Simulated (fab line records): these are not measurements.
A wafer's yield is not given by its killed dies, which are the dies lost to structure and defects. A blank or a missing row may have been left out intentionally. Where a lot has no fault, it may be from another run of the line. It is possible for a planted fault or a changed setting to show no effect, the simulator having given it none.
Comparing a struck lot with a sound one ; flow gf180mcu ; 15 out of 602 route steps
Sound: wafers L687.1, L687.3, L687.5. Struck: wafers L683.3, L683.4, L683.6. At the end, the cause is stated.
Per side, at each step with rows, come the tool, then ch with its chambers, and then its first start. Under that, the readings that differ: sound wafers ; struck wafers ; difference of the means ; sigmas: that difference in standard deviations of wafers without a fault.
alike: readings whose means differ by less than 2 such deviations, and words and numbers that are the same on both sides. not compared: withheld readings, readings that some wafer has no value for, bounds like >300 that may hide the same value, and numbers for which the record gives no deviation and whose values overlap.
A row with sigmas, a row that says differs or no value, or rows on one side alone: a step with any of these is where the two part. When numbers do not overlap yet have no deviation, they are printed without sigmas and do not part them. A reading missing from all wafers of one side parts the sides only when that side holds two or more wafers.

GF_PSD_RS_MEAS_15: measurement is done with a four-point probe.
  sound on film-metro-02 at day 18 14:38; struck on film-metro-03 at day 16 21:16
  alike: PSD_RS
GF_SAB_CVD_00: deposits SiO2 from TEOS, target thk 50 nm, time 4.9302 s.
  sound on pecvd-03 ch 1,2, day 18 14:45; struck on pecvd-02 ch 0,1,2, day 16 21:21
  alike: heater-power-w
GF_SAB_THK_MEAS_01:
  sound on film-metro-03 at day 18 14:46; struck on film-metro-04 at day 16 21:23
  alike: SAB_CVD_00_THK
then, 7 steps without rows for these wafers: GF_SAB_DEHYDRATE_02 (time 60 s); GF_SAB_HMDS_03 (prime time 60 s); GF_SAB_COAT_04 (resist thk 1000 nm); GF_SAB_SOFTBAKE_05 (time 60 s); GF_SAB_EXPOSE_06 (exposes mask SAB, target cd 420 nm); GF_SAB_PEB_07; GF_SAB_DEVELOP_08 (develop time 57.28 s).
GF_SAB_CD_MEAS_09: the cd target is 420 nm.
  sound on cd-sem-02 at day 19 15:22; struck on cd-sem-02 at day 17 19:47
reading;sound;struck;difference;sigmas
cd-nm (nm);424.4 425.0 423.0;414.1 415.4 414.1;-9.6;-5
GF_SAB_OVL_MEAS_10:
  sound on overlay-02 at day 19 15:29; struck on overlay-01 at day 17 19:52
reading;sound;struck;difference;sigmas
SAB_OVL (nm);-0.6 -1.1 -0.9;2.7 2.1 1.6;+3.0;+2
GF_SAB_ETCH_11: etches SiO2 in C4F8/O2/Ar, target depth 55 nm, time 8.5 s.
  sound on rie-diel-02 ch 0,1,3, day 19 15:32; struck on rie-diel-04 ch 0,2,3, day 17 19:53
reading;sound;struck;difference;sigmas
model.etch.depth-nm (nm);55.7 54.61 54.81;59.83 59.81 59.91;+4.81;
model.SAB.feature-depth-nm (nm);55.7 54.61 54.81;59.83 59.81 59.91;+4.81;
  alike: oes-product-au
  not compared: rf-hours-counter-h
then, 1 step without rows for these wafers: GF_SAB_WET_ETCH_12 (etches SiO2 in dHF, target depth 22 nm, time 440 s).
-- the record jumps here: 14 days lie between the struck wafers' starts before and after (it left off in module SAB and takes up again in module PASSIVATION, whose first step shown is number 602 of the route) --
GF_PASSIVATION_PROBE_99:
  record: rows for the struck wafers here (prober-01, day 31 08:20), none for the sound ones

WHERE THEY PART
Last at GF_PASSIVATION_PROBE_99 as far as this record goes, first at GF_SAB_CD_MEAS_09.

WHY: what had been put in by the simulator
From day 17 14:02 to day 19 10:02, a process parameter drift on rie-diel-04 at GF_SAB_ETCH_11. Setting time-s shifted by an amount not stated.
